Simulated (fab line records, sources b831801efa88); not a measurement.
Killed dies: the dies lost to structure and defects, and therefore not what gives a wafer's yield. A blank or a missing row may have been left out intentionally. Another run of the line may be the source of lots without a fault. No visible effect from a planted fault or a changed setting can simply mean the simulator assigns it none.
2 desks, one fault    flow gf180mcu    each desk has only its own numbers; what lay behind them comes last

## AT THE METROLOGY DESK
Means of the sampled wafers that have a number, per lot and without regard to the tool the lot ran on: this is what the gauges read. The brackets show how far a lot's mean lies from the usual mean; more than 4 standard deviations puts the lot out of limits, marked OUT.
Columns: A = PSD_RS at GF_PSD_RS_MEAS_15, usual 108.1 ohm/sq; B = SAB_CVD_00_THK at GF_SAB_THK_MEAS_01, usual 49.9 nm; C = cd nm at GF_SAB_CD_MEAS_09, usual 420.1 nm; D = SAB_OVL at GF_SAB_OVL_MEAS_10, usual 0.7 nm
lot   first seen here  A      B     C      D
L945  day 14 20:34     108.3  49.9  419.3  -0.3
L947  day 15 09:42     107.8  49.6  420.0  0.2
L956  day 18 21:31     108.1  50.1  419.2  -0.2
L957  day 19 02:36     108.0  50.2  419.4  3.2
L958  day 19 08:26     108.4  49.0  420.1  2.1
L959  day 19 21:55     108.4  49.9  423.2  -0.3
L964  day 21 18:46     108.2  50.8  422.4  2.0
Finding of this desk: none of the 7 lots has anything out of limits.

## THE TOOL OWNER'S DESK: rie diel-01
The tool's own readings at GF_SAB_ETCH_11 (etches SiO2 in C4F8/O2/Ar, target depth 55 nm, time 8.5 s): means of the sampled wafers that have a number, for each lot that ran on this tool. The brackets show how far a lot's mean lies from the usual mean; more than 4 standard deviations puts the lot out of limits, marked OUT.
Columns: A = bias w at GF_SAB_ETCH_11, usual 1200 W; B = oes product au at GF_SAB_ETCH_11, usual 1.000 a.u.
lot   first seen here  A     B
L945  day 15 16:40     1202  0.998
L956  day 19 21:52     1197  1.199 (+25) OUT
L957  day 20 03:37     1199  1.196 (+25) OUT
L958  day 20 07:55     1199  1.195 (+25) OUT
Finding of this desk: L956, L957, L958 out of limits; the first was L956 at day 19 21:52, on oes product au at GF_SAB_ETCH_11. L945 stayed within limits.

## ALL TOGETHER
On L956, L957, L958, at day 19 21:52, an alarm was possible from the tool owner's desk.
Metrology desk: nothing out of limits seen.
The metrology desk has L956, L957, L958 on record, within its limits.
Every lot named ran GF_SAB_ETCH_11 on rie diel-01.

## WHAT THE SIMULATOR HAD INSERTED
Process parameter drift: rie diel-01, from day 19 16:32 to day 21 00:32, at GF_SAB_ETCH_11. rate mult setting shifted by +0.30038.
Struck lots among those shown: L956, L957, L958.
Time in hours from fault onset to the first out-of-limits reading at each desk: the tool owner's desk, 5.
